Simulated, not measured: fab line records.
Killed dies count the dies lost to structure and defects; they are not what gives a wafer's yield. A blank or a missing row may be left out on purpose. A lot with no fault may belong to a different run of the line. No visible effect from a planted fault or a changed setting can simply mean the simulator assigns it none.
Which tool was responsible? / flow sky130 / 6 lots, 18 wafers sampled, at 4 steps of a route of 708

WHAT THE GAUGES SHOWED, per wafer
SKY_LOCAL_INTERCONNECT_RS_MEAS_01: uses a four-point probe to measure.
lot=L730; measured=day 30 05:50; on=film_metro-03; LOCAL_INTERCONNECT_TIN_RS (ohm/sq)=14.22 14.03 14.05
lot=L737; measured=day 33 06:31; on=film_metro-02; LOCAL_INTERCONNECT_TIN_RS (ohm/sq)=14.31 14.38 14.20
lot=L740; measured=day 34 01:31; on=film_metro-03; LOCAL_INTERCONNECT_TIN_RS (ohm/sq)=14.30 14.25 14.13
lot=L741; measured=day 34 22:38; on=film_metro-04; LOCAL_INTERCONNECT_TIN_RS (ohm/sq)=14.56 14.26 14.49
lot=L744; measured=day 35 09:59; on=film_metro-03; LOCAL_INTERCONNECT_TIN_RS (ohm/sq)=13.99 14.04 14.14
lot=L747; measured=day 35 22:26; on=film_metro-04; LOCAL_INTERCONNECT_TIN_RS (ohm/sq)=13.96 13.85 14.01

WHICH TOOL RAN EACH LOT (tool, then ch and the chambers of the sampled wafers, then the start)
lot=L730; SKY_LDD_N_EXPOSE_04=iline_stepper-02 ch 0, day 18 08:12; SKY_LI_CONTACT_SPUTTER_19=pvd_sputter-03, day 30 05:02; SKY_LOCAL_INTERCONNECT_SPUTTER_00=pvd_sputter-02, day 30 05:46
lot=L737; SKY_LDD_N_EXPOSE_04=iline_stepper-02 ch 0, day 21 17:46; SKY_LI_CONTACT_SPUTTER_19=pvd_sputter-04, day 33 05:41; SKY_LOCAL_INTERCONNECT_SPUTTER_00=pvd_sputter-01, day 33 06:26
lot=L740; SKY_LDD_N_EXPOSE_04=iline_stepper-02 ch 0, day 22 14:24; SKY_LI_CONTACT_SPUTTER_19=pvd_sputter-04, day 34 00:40; SKY_LOCAL_INTERCONNECT_SPUTTER_00=pvd_sputter-01, day 34 01:24
lot=L741; SKY_LDD_N_EXPOSE_04=iline_stepper-01 ch 0, day 23 15:03; SKY_LI_CONTACT_SPUTTER_19=pvd_sputter-02, day 34 21:50; SKY_LOCAL_INTERCONNECT_SPUTTER_00=pvd_sputter-01, day 34 22:35
lot=L744; SKY_LDD_N_EXPOSE_04=iline_stepper-02 ch 0, day 23 22:52; SKY_LI_CONTACT_SPUTTER_19=pvd_sputter-02, day 35 07:32; SKY_LOCAL_INTERCONNECT_SPUTTER_00=pvd_sputter-04, day 35 09:52
lot=L747; SKY_LDD_N_EXPOSE_04=iline_stepper-02 ch 0, day 24 16:40; SKY_LI_CONTACT_SPUTTER_19=pvd_sputter-03, day 35 21:38; SKY_LOCAL_INTERCONNECT_SPUTTER_00=pvd_sputter-04, day 35 22:22
- SKY_LDD_N_EXPOSE_04: exposes mask NTM, target cd 840 nm.
- SKY_LI_CONTACT_SPUTTER_19: material Ti, target thk 20 nm, time 106.37 s.
- SKY_LOCAL_INTERCONNECT_SPUTTER_00: material TiN, target thk 100 nm, time 83.3 s.

THE ANSWER, worked out from the rows above alone
Rule: usual is defined by the lots themselves. Put in order of their means at a reading, lots are off if they are a third of the lots or fewer, leave a main group of 4 or more, and stand apart from it by a gap of 3 or more times the standard deviation of the main group's means; of several such gaps the widest counts. The tables above print the reading to a certain number of digits; a main group whose means all agree to those digits is not used. Also off: a lot with no number at a reading for which 4 or more lots have one. The other lots that the step has rows for count as sound.
No lot is off on any of the readings shown, so nothing can be concluded from this.

WHAT WAS PUT IN BY THE SIMULATOR
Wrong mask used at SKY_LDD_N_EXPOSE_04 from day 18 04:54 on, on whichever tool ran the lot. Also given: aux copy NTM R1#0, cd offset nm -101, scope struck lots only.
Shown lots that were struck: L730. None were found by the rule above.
